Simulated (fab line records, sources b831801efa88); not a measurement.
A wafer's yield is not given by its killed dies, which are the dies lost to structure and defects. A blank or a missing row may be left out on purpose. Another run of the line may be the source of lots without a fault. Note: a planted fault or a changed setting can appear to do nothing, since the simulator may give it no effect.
fab line records :: flow sky130
record:
  lots: 6
  wafers: 18
  last-day: 50
route steps=708 shown LDD_P@261 LDD_HVN@267
lots untouched by any fault: they come from a run of this same line in which no faults occurred
start-h: hours from the record's first day to the start of the lot's first wafer shown :: wait-h: hours since the lot's step before :: " the same as in the row above :: L1.1+2: a single row standing in for several wafers :: - value missing, or start not given :: * or withheld: withheld :: < > ~ a bound
route shown NAME@n: NAME is a module with steps in the file, n the number in the route of the first one :: usual: mean/standard deviation of fault-free wafers :: same: alike in all rows :: chamber/n: place in a boat :: sites: per-site readings :: _std_site: their standard deviation :: _edge_site: outer sites' mean less inner sites' :: radius-mm: how far each site lies from the wafer's centre :: mask NAME#n: copy n :: behind: the most recent tool/chamber to have shaped the wafer :: hold: why the lot went on hold/how many hours it stayed there/how the hold came to an end :: device: the transistor (n, p or np) that didn't switch :: end of line: the same wafers' tests at the end of the route :: step lacking rows: just its recipe :: killed: dies lost to structure and defects at the first sort, not the wafer's yield :: map: a wafer's dies, marking killed ones x, the rest . and places with no die _
set.NAME: the setting as run; set.NAME@STEP: as run at that earlier step :: model.NAME: the simulator's own value behind a step, which no gauge read
lots at some steps of the route; a table a step, a row a wafer
services: a tool's chamber out of use, with start hour (start-h, from the record's first day; less than 0 if before it), hours out, and reason
== steps ==
step: SKY_LDD_P_DEVELOP_06
recipe:
  resist: NOVOLAK
  developer: TMAH
  develop-time-s: 60
  dev-temp-c: 23
step: SKY_LDD_P_CD_MEAS_07
recipe:
  target-cd-nm: 380
usual:
  cd-nm: 379.8/2.6
lot.wafer: L829.2
tool: cd-sem-02
chamber: -
start-h: 430.70
wait-h: 0.1
cd-nm: 384.3

lot.wafer: L829.3
tool: cd-sem-02
chamber: -
start-h: 430.70
wait-h: 0.1
cd-nm: 386.0

lot.wafer: L829.4
tool: cd-sem-02
chamber: -
start-h: 430.70
wait-h: 0.1
cd-nm: 384.4

lot.wafer: L830.1
tool: cd-sem-02
chamber: -
start-h: 441.14
wait-h: 0.1
cd-nm: 379.0

lot.wafer: L830.2
tool: cd-sem-02
chamber: -
start-h: 441.14
wait-h: 0.1
cd-nm: 377.9

lot.wafer: L830.4
tool: cd-sem-02
chamber: -
start-h: 441.14
wait-h: 0.1
cd-nm: 376.1

lot.wafer: L844.1
tool: cd-sem-02
chamber: -
start-h: 574.18
wait-h: 0.1
cd-nm: 379.3

lot.wafer: L844.2
tool: cd-sem-02
chamber: -
start-h: 574.18
wait-h: 0.1
cd-nm: 380.9

lot.wafer: L844.5
tool: cd-sem-02
chamber: -
start-h: 574.18
wait-h: 0.1
cd-nm: 381.2

lot.wafer: L845.1
tool: cd-sem-01
chamber: -
start-h: 575.44
wait-h: 0.1
cd-nm: 377.6

lot.wafer: L845.2
tool: cd-sem-01
chamber: -
start-h: 575.44
wait-h: 0.1
cd-nm: 376.3

lot.wafer: L845.4
tool: cd-sem-01
chamber: -
start-h: 575.44
wait-h: 0.1
cd-nm: 379.7

lot.wafer: L851.1
tool: cd-sem-02
chamber: -
start-h: 620.18
wait-h: 0.1
cd-nm: 380.2

lot.wafer: L851.2
tool: cd-sem-02
chamber: -
start-h: 620.18
wait-h: 0.1
cd-nm: 379.5

lot.wafer: L851.6
tool: cd-sem-02
chamber: -
start-h: 620.18
wait-h: 0.1
cd-nm: 379.8

lot.wafer: L852.3
tool: cd-sem-02
chamber: -
start-h: 625.19
wait-h: 0.1
cd-nm: 377.7

lot.wafer: L852.4
tool: cd-sem-02
chamber: -
start-h: 625.19
wait-h: 0.1
cd-nm: 375.4

lot.wafer: L852.5
tool: cd-sem-02
chamber: -
start-h: 625.19
wait-h: 0.1
cd-nm: 378.0
step: SKY_LDD_P_OVL_MEAS_08
usual:
  LDD_P_OVL: 0.1/1.4
lot.wafer: L829.2
tool: overlay-02
chamber: -
start-h: 430.80
wait-h: 0.1
LDD_P_OVL[nm]: 1.0

lot.wafer: L829.3
tool: overlay-02
chamber: -
start-h: 430.80
wait-h: 0.1
LDD_P_OVL[nm]: 1.9

lot.wafer: L829.4
tool: overlay-02
chamber: -
start-h: 430.80
wait-h: 0.1
LDD_P_OVL[nm]: 1.9

lot.wafer: L830.1
tool: overlay-02
chamber: -
start-h: 441.26
wait-h: 0.1
LDD_P_OVL[nm]: 0.9

lot.wafer: L830.2
tool: overlay-02
chamber: -
start-h: 441.26
wait-h: 0.1
LDD_P_OVL[nm]: -0.1

lot.wafer: L830.4
tool: overlay-02
chamber: -
start-h: 441.26
wait-h: 0.1
LDD_P_OVL[nm]: -0.3

lot.wafer: L844.1
tool: overlay-02
chamber: -
start-h: 574.30
wait-h: 0.1
LDD_P_OVL[nm]: 1.0

lot.wafer: L844.2
tool: overlay-02
chamber: -
start-h: 574.30
wait-h: 0.1
LDD_P_OVL[nm]: 0.1

lot.wafer: L844.5
tool: overlay-02
chamber: -
start-h: 574.30
wait-h: 0.1
LDD_P_OVL[nm]: 1.3

lot.wafer: L845.1
tool: overlay-02
chamber: -
start-h: 575.56
wait-h: 0.1
LDD_P_OVL[nm]: 0.4

lot.wafer: L845.2
tool: overlay-02
chamber: -
start-h: 575.56
wait-h: 0.1
LDD_P_OVL[nm]: 1.0

lot.wafer: L845.4
tool: overlay-02
chamber: -
start-h: 575.56
wait-h: 0.1
LDD_P_OVL[nm]: 1.5

lot.wafer: L851.1
tool: overlay-02
chamber: -
start-h: 620.30
wait-h: 0.1
LDD_P_OVL[nm]: 1.1

lot.wafer: L851.2
tool: overlay-02
chamber: -
start-h: 620.30
wait-h: 0.1
LDD_P_OVL[nm]: -1.0

lot.wafer: L851.6
tool: overlay-02
chamber: -
start-h: 620.30
wait-h: 0.1
LDD_P_OVL[nm]: 1.3

lot.wafer: L852.3
tool: overlay-01
chamber: -
start-h: 625.28
wait-h: 0.1
LDD_P_OVL[nm]: -1.0

lot.wafer: L852.4
tool: overlay-01
chamber: -
start-h: 625.28
wait-h: 0.1
LDD_P_OVL[nm]: -2.0

lot.wafer: L852.5
tool: overlay-01
chamber: -
start-h: 625.28
wait-h: 0.1
LDD_P_OVL[nm]: -1.5
step: SKY_LDD_P_IMPLANT_09
recipe:
  species: BF2
  energy-kev: 25
  dose-cm2: 1e+13
  tilt-deg: withheld
step: SKY_LDD_P_STRIP_10
recipe:
  chemistry: O2/N2
  power-w: 1400
  pressure-mtorr: 1500
  platen-temp-c: withheld
  o2-flow-sccm: 3000
  n2-flow-sccm: 300
  overash-fraction: 0.5
usual:
  drypump-motor-current-A: 5.6/0.4
  oes-product-au: 0.715/0.0038
  strip-time-to-endpoint-s: 14.19/0.053
lot.wafer: L829.2
tool: plasma-asher-03
chamber: 0
start-h: 430.98
wait-h: 0.1
drypump-motor-current-A: 6.2
oes-product-au: 0.720
rf-hours-counter-h: 0
strip-time-to-endpoint-s: 14.28

lot.wafer: L829.3
tool: plasma-asher-03
chamber: 0
start-h: 430.98
wait-h: 0.1
drypump-motor-current-A: 6.3
oes-product-au: 0.716
rf-hours-counter-h: -
strip-time-to-endpoint-s: 14.28

lot.wafer: L829.4
tool: plasma-asher-03
chamber: 1
start-h: 430.98
wait-h: 0.1
drypump-motor-current-A: 4.9
oes-product-au: 0.708
rf-hours-counter-h: -
strip-time-to-endpoint-s: 14.27

lot.wafer: L830.1
tool: plasma-asher-03
chamber: 0
start-h: 441.44
wait-h: 0.1
drypump-motor-current-A: 6.2
oes-product-au: 0.718
rf-hours-counter-h: 1
strip-time-to-endpoint-s: 14.22

lot.wafer: L830.2
tool: plasma-asher-03
chamber: 1
start-h: 441.44
wait-h: 0.1
drypump-motor-current-A: 4.9
oes-product-au: 0.715
rf-hours-counter-h: 1
strip-time-to-endpoint-s: 14.17

lot.wafer: L830.4
tool: plasma-asher-03
chamber: 1
start-h: 441.44
wait-h: 0.1
drypump-motor-current-A: 4.9
oes-product-au: 0.712
rf-hours-counter-h: -
strip-time-to-endpoint-s: 14.20

lot.wafer: L844.1
tool: plasma-asher-03
chamber: 1
start-h: 574.48
wait-h: 0.1
drypump-motor-current-A: 4.9
oes-product-au: 0.716
rf-hours-counter-h: 14
strip-time-to-endpoint-s: 14.21

lot.wafer: L844.2
tool: plasma-asher-03
chamber: 0
start-h: 574.48
wait-h: 0.1
drypump-motor-current-A: 6.3
oes-product-au: 0.714
rf-hours-counter-h: 14
strip-time-to-endpoint-s: 14.15

lot.wafer: L844.5
tool: plasma-asher-03
chamber: 1
start-h: 574.48
wait-h: 0.1
drypump-motor-current-A: 4.9
oes-product-au: 0.716
rf-hours-counter-h: -
strip-time-to-endpoint-s: 14.23

lot.wafer: L845.1
tool: plasma-asher-03
chamber: 0
start-h: 575.74
wait-h: 0.1
drypump-motor-current-A: 6.3
oes-product-au: 0.716
rf-hours-counter-h: 14
strip-time-to-endpoint-s: 14.27

lot.wafer: L845.2
tool: plasma-asher-03
chamber: 1
start-h: 575.74
wait-h: 0.1
drypump-motor-current-A: 4.9
oes-product-au: 0.720
rf-hours-counter-h: 14
strip-time-to-endpoint-s: 14.31

lot.wafer: L845.4
tool: plasma-asher-03
chamber: 1
start-h: 575.74
wait-h: 0.1
drypump-motor-current-A: 4.9
oes-product-au: 0.716
rf-hours-counter-h: -
strip-time-to-endpoint-s: 14.27

lot.wafer: L851.1
tool: plasma-asher-03
chamber: 0
start-h: 620.48
wait-h: 0.1
drypump-motor-current-A: 6.2
oes-product-au: 0.716
rf-hours-counter-h: 19
strip-time-to-endpoint-s: 14.25

lot.wafer: L851.2
tool: plasma-asher-03
chamber: 1
start-h: 620.48
wait-h: 0.1
drypump-motor-current-A: 4.9
oes-product-au: 0.717
rf-hours-counter-h: 19
strip-time-to-endpoint-s: 14.23

lot.wafer: L851.6
tool: plasma-asher-03
chamber: 0
start-h: 620.48
wait-h: 0.1
drypump-motor-current-A: 6.3
oes-product-au: 0.712
rf-hours-counter-h: -
strip-time-to-endpoint-s: 14.27

lot.wafer: L852.3
tool: plasma-asher-01
chamber: 1
start-h: 625.49
wait-h: 0.1
drypump-motor-current-A: 5.8
oes-product-au: 0.723
rf-hours-counter-h: -
strip-time-to-endpoint-s: 14.20

lot.wafer: L852.4
tool: plasma-asher-01
chamber: 0
start-h: 625.49
wait-h: 0.1
drypump-motor-current-A: 5.2
oes-product-au: 0.723
rf-hours-counter-h: -
strip-time-to-endpoint-s: 14.18

lot.wafer: L852.5
tool: plasma-asher-01
chamber: 1
start-h: 625.49
wait-h: 0.1
drypump-motor-current-A: 5.8
oes-product-au: 0.716
rf-hours-counter-h: -
strip-time-to-endpoint-s: 14.22
step: SKY_LDD_P_TW_MEAS_11
usual:
  LDD_P_TW: 634/3.5
lot.wafer: L829.2
tool: film-metro-01
chamber: -
start-h: 431.09
wait-h: 0.1
LDD_P_TW: 634

lot.wafer: L829.3
tool: film-metro-01
chamber: -
start-h: 431.09
wait-h: 0.1
LDD_P_TW: 634

lot.wafer: L829.4
tool: film-metro-01
chamber: -
start-h: 431.09
wait-h: 0.1
LDD_P_TW: 633

lot.wafer: L830.1
tool: film-metro-01
chamber: -
start-h: 441.54
wait-h: 0.1
LDD_P_TW: 633

lot.wafer: L830.2
tool: film-metro-01
chamber: -
start-h: 441.54
wait-h: 0.1
LDD_P_TW: 635

lot.wafer: L830.4
tool: film-metro-01
chamber: -
start-h: 441.54
wait-h: 0.1
LDD_P_TW: 630

lot.wafer: L844.1
tool: film-metro-03
chamber: -
start-h: 574.58
wait-h: 0.1
LDD_P_TW: 630

lot.wafer: L844.2
tool: film-metro-03
chamber: -
start-h: 574.58
wait-h: 0.1
LDD_P_TW: 631

lot.wafer: L844.5
tool: film-metro-03
chamber: -
start-h: 574.58
wait-h: 0.1
LDD_P_TW: 633

lot.wafer: L845.1
tool: film-metro-01
chamber: -
start-h: 575.84
wait-h: 0.1
LDD_P_TW: 637

lot.wafer: L845.2
tool: film-metro-01
chamber: -
start-h: 575.84
wait-h: 0.1
LDD_P_TW: 632

lot.wafer: L845.4
tool: film-metro-01
chamber: -
start-h: 575.84
wait-h: 0.1
LDD_P_TW: 633

lot.wafer: L851.1
tool: film-metro-03
chamber: -
start-h: 620.58
wait-h: 0.1
LDD_P_TW: 634

lot.wafer: L851.2
tool: film-metro-03
chamber: -
start-h: 620.58
wait-h: 0.1
LDD_P_TW: 634

lot.wafer: L851.6
tool: film-metro-03
chamber: -
start-h: 620.58
wait-h: 0.1
LDD_P_TW: 638

lot.wafer: L852.3
tool: film-metro-03
chamber: -
start-h: 625.58
wait-h: 0.1
LDD_P_TW: 634

lot.wafer: L852.4
tool: film-metro-03
chamber: -
start-h: 625.58
wait-h: 0.1
LDD_P_TW: 635

lot.wafer: L852.5
tool: film-metro-03
chamber: -
start-h: 625.58
wait-h: 0.1
LDD_P_TW: 632
step: SKY_LDD_HVN_DEHYDRATE_00
recipe:
  temp-c: 200
  time-s: 60
step: SKY_LDD_HVN_HMDS_01
recipe:
  prime-time-s: 60
  prime-temp-c: 120
step: SKY_LDD_HVN_COAT_02
recipe:
  resist: NOVOLAK
  spin-rpm: 3000
  resist-thk-nm: 300
step: SKY_LDD_HVN_SOFTBAKE_03
recipe:
  temp-c: 90
  time-s: 60
  resist: NOVOLAK
step: SKY_LDD_HVN_EXPOSE_04
recipe:
  mask-id: HVNTM
  na: 0.6
  source-shape: conventional
  sigma-outer: 0.6
  polarization: unpolarized
  target-cd-nm: 700
  dose-mj: 127
step: SKY_LDD_HVN_PEB_05
recipe:
  temp-c: withheld
  time-s: *
  resist: NOVOLAK
step: SKY_LDD_HVN_DEVELOP_06
recipe:
  resist: NOVOLAK
  developer: TMAH
  develop-time-s: 60
  dev-temp-c: 23
usual:
  chill-plate-temp-C: 23.02/0.11
  develop-time-s: 60/0
lot.wafer: L829.2
tool: litho-track-04
chamber: 0
start-h: 460.76
wait-h: 0.1
chill-plate-temp-C: 23.20
develop-time-s: 60

lot.wafer: L829.3
tool: litho-track-04
chamber: 0
start-h: 460.76
wait-h: 0.1
chill-plate-temp-C: 23.24
develop-time-s: 60

lot.wafer: L829.4
tool: litho-track-04
chamber: 0
start-h: 460.76
wait-h: 0.1
chill-plate-temp-C: 22.91
develop-time-s: 60

lot.wafer: L830.1
tool: litho-track-04
chamber: 0
start-h: 472.19
wait-h: 0.1
chill-plate-temp-C: 22.86
develop-time-s: 60

lot.wafer: L830.2
tool: litho-track-04
chamber: 0
start-h: 472.19
wait-h: 0.1
chill-plate-temp-C: 23.03
develop-time-s: 60

lot.wafer: L830.4
tool: litho-track-04
chamber: 0
start-h: 472.19
wait-h: 0.1
chill-plate-temp-C: 23.00
develop-time-s: 60

lot.wafer: L844.1
tool: litho-track-01
chamber: -
start-h: 603.63
wait-h: 0.1
chill-plate-temp-C: -
develop-time-s: -

lot.wafer: L844.2
tool: litho-track-01
chamber: -
start-h: 603.63
wait-h: 0.1
chill-plate-temp-C: -
develop-time-s: -

lot.wafer: L844.5
tool: litho-track-01
chamber: -
start-h: 603.63
wait-h: 0.1
chill-plate-temp-C: -
develop-time-s: -

lot.wafer: L845.1
tool: litho-track-04
chamber: -
start-h: 604.74
wait-h: 0.1
chill-plate-temp-C: -
develop-time-s: -

lot.wafer: L845.2
tool: litho-track-04
chamber: -
start-h: 604.74
wait-h: 0.1
chill-plate-temp-C: -
develop-time-s: -

lot.wafer: L845.4
tool: litho-track-04
chamber: -
start-h: 604.74
wait-h: 0.1
chill-plate-temp-C: -
develop-time-s: -

lot.wafer: L851.1
tool: litho-track-02
chamber: 0
start-h: 648.46
wait-h: 0.1
chill-plate-temp-C: 22.96
develop-time-s: 60

lot.wafer: L851.2
tool: litho-track-02
chamber: 0
start-h: 648.46
wait-h: 0.1
chill-plate-temp-C: 22.97
develop-time-s: 60

lot.wafer: L851.6
tool: litho-track-02
chamber: 0
start-h: 648.46
wait-h: 0.1
chill-plate-temp-C: 22.92
develop-time-s: 60

lot.wafer: L852.3
tool: litho-track-02
chamber: 0
start-h: 653.46
wait-h: 0.1
chill-plate-temp-C: 22.98
develop-time-s: 60

lot.wafer: L852.4
tool: litho-track-02
chamber: 0
start-h: 653.46
wait-h: 0.1
chill-plate-temp-C: 22.89
develop-time-s: 60

lot.wafer: L852.5
tool: litho-track-02
chamber: 0
start-h: 653.46
wait-h: 0.1
chill-plate-temp-C: 22.99
develop-time-s: 60
step: SKY_LDD_HVN_OVL_MEAS_07
usual:
  LDD_HVN_OVL: -0.8/1.3
lot.wafer: L829.2
tool: overlay-02
chamber: -
start-h: 460.89
wait-h: 0.1
LDD_HVN_OVL[nm]: -2.8

lot.wafer: L829.3
tool: overlay-02
chamber: -
start-h: 460.89
wait-h: 0.1
LDD_HVN_OVL[nm]: -3.2

lot.wafer: L829.4
tool: overlay-02
chamber: -
start-h: 460.89
wait-h: 0.1
LDD_HVN_OVL[nm]: -2.8

lot.wafer: L830.1
tool: overlay-02
chamber: -
start-h: 472.34
wait-h: 0.1
LDD_HVN_OVL[nm]: -3.2

lot.wafer: L830.2
tool: overlay-02
chamber: -
start-h: 472.34
wait-h: 0.1
LDD_HVN_OVL[nm]: -1.9

lot.wafer: L830.4
tool: overlay-02
chamber: -
start-h: 472.34
wait-h: 0.1
LDD_HVN_OVL[nm]: -1.7

lot.wafer: L844.1
tool: overlay-01
chamber: -
start-h: 603.78
wait-h: 0.1
LDD_HVN_OVL[nm]: -

lot.wafer: L844.2
tool: overlay-01
chamber: -
start-h: 603.78
wait-h: 0.1
LDD_HVN_OVL[nm]: -

lot.wafer: L844.5
tool: overlay-01
chamber: -
start-h: 603.78
wait-h: 0.1
LDD_HVN_OVL[nm]: -

lot.wafer: L845.1
tool: overlay-02
chamber: -
start-h: 604.89
wait-h: 0.1
LDD_HVN_OVL[nm]: -

lot.wafer: L845.2
tool: overlay-02
chamber: -
start-h: 604.89
wait-h: 0.1
LDD_HVN_OVL[nm]: -

lot.wafer: L845.4
tool: overlay-02
chamber: -
start-h: 604.89
wait-h: 0.1
LDD_HVN_OVL[nm]: -

lot.wafer: L851.1
tool: overlay-01
chamber: -
start-h: 648.61
wait-h: 0.1
LDD_HVN_OVL[nm]: -1.4

lot.wafer: L851.2
tool: overlay-01
chamber: -
start-h: 648.61
wait-h: 0.1
LDD_HVN_OVL[nm]: 1.0

lot.wafer: L851.6
tool: overlay-01
chamber: -
start-h: 648.61
wait-h: 0.1
LDD_HVN_OVL[nm]: -1.8

lot.wafer: L852.3
tool: overlay-01
chamber: -
start-h: 653.58
wait-h: 0.1
LDD_HVN_OVL[nm]: 2.0

lot.wafer: L852.4
tool: overlay-01
chamber: -
start-h: 653.58
wait-h: 0.1
LDD_HVN_OVL[nm]: 2.6

lot.wafer: L852.5
tool: overlay-01
chamber: -
start-h: 653.58
wait-h: 0.1
LDD_HVN_OVL[nm]: 1.1
== services ==
tool: plasma-asher-01
chamber: -
start-h: 407.28
hours: 2.8
kind: pm

tool: plasma-asher-03
chamber: -
start-h: 421.28
hours: 9.0
kind: pm

tool: plasma-asher-03
chamber: 0
start-h: 421.28
hours: 9.0
kind: vent-cycle

tool: plasma-asher-03
chamber: 1
start-h: 421.28
hours: 9.0
kind: vent-cycle

tool: plasma-asher-03
chamber: 0
start-h: 430.28
hours: -
kind: clean

tool: plasma-asher-03
chamber: 1
start-h: 430.28
hours: -
kind: clean

tool: litho-track-02
chamber: -
start-h: 470.28
hours: -
kind: consumable-replace:filter

tool: plasma-asher-03
chamber: -
start-h: 489.02
hours: 14.6
kind: pm
== key ==
first-sign:
  step: SKY_LDD_HVN_DEVELOP_06
  reading: tool-record
  direction: missing
effect none on later readings
met-at SKY_LDD_HVN_DEVELOP_06
struck-wafers L844.1,L844.2,L844.5,L845.1,L845.2,L845.4
sort-left-out L844.1,L844.2,L844.5,L845.1,L845.2,L845.4
tester-left-out L844,L845
onset-between 472.19 603.63
fault:
  kind: skipped-step-whole
  tool: litho-track-01,litho-track-04
  chamber: -
  onset-h: 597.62
  steps: SKY_LDD_HVN_DEVELOP_06
  scope: struck-lots-only
tester-left-out: of these lots the tester's yield and bins aren't shown, on N5 and GAA mostly nor the transistor test; their killed dies are dies lost to structure and defects alone, not to doping, threshold or leakage, so they don't give the yield
sort-left-out: the simulated sort isn't trusted on such a fault, so these wafers' sort isn't shown, and their yield isn't known
